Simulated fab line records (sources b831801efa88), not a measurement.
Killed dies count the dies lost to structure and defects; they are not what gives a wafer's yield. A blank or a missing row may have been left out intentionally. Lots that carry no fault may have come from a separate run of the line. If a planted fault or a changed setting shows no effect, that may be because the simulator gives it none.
Chamber matching | flow gf180mcu | 4 sister chambers for GF_STI_CMP_25 on cmp-02
The step polishes, stops on Si3N4, t overpolish 33 s, target thk 524.6 nm. 7 wafers are shown with their chamber, then 7 later ones without.

WAFERS WITH THEIR CHAMBER
wafer  | chamber | motor current A (A) | retaining ring pressure frac
L953.6 | 3       | 9.2                 | 1.002
L955.3 | 2       | 13.2                | 1.006
L957.1 | 2       | 14.1                | 0.997
L957.3 | 0       | 11.8                | 0.994
L957.4 | 1       | 13.0                | 0.994
L960.1 | 0       | 11.9                | 1.000
L960.2 | 1       | 13.8                | 1.002

WAFERS WHOSE CHAMBER IS MISSING
wafer  | motor current A (A) | retaining ring pressure frac
L960.6 | 13.7                | 1.001
L968.1 | 13.4                | 1.007
L968.2 | 12.3                | 0.993
L968.4 | 9.4                 | 0.996
L975.2 | 9.9                 | 1.008
L975.3 | 12.0                | 1.009
L975.6 | 13.1                | 1.007

WHICH CHAMBER EACH WENT THROUGH
wafer  | from the rows above          | in truth
L960.6 | can't be placed: 2 or 1      | 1
L968.1 | can't be placed: 2 or 1      | 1
L968.2 | can't be placed: 0 or 1 or 2 | 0
L968.4 | 3                            | 3
L975.2 | 3                            | 3
L975.3 | can't be placed: 0 or 1 or 2 | 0
L975.6 | can't be placed: 2 or 1 or 0 | 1
Correct placement for 2 of the 7. Cannot be placed on the basis of these rows: 5; the candidates contain the true chamber in 5. 0 placed wrongly.
How it was worked out, from the rows above alone: a wafer's distance from a chamber is the root of the sum, over the readings, of the square of ((its reading less the chamber's mean) divided by the reading's scatter). If the next closest chamber is less than 2 further off than the closest, the wafer can't be placed; otherwise it belongs to the closest. For every chamber, the mean is computed from those of its wafers that are shown. How the scatter is found: for the shown wafers, subtract from each reading the mean of its chamber, square and add these, divide the total by (wafers less chambers), then take the root.
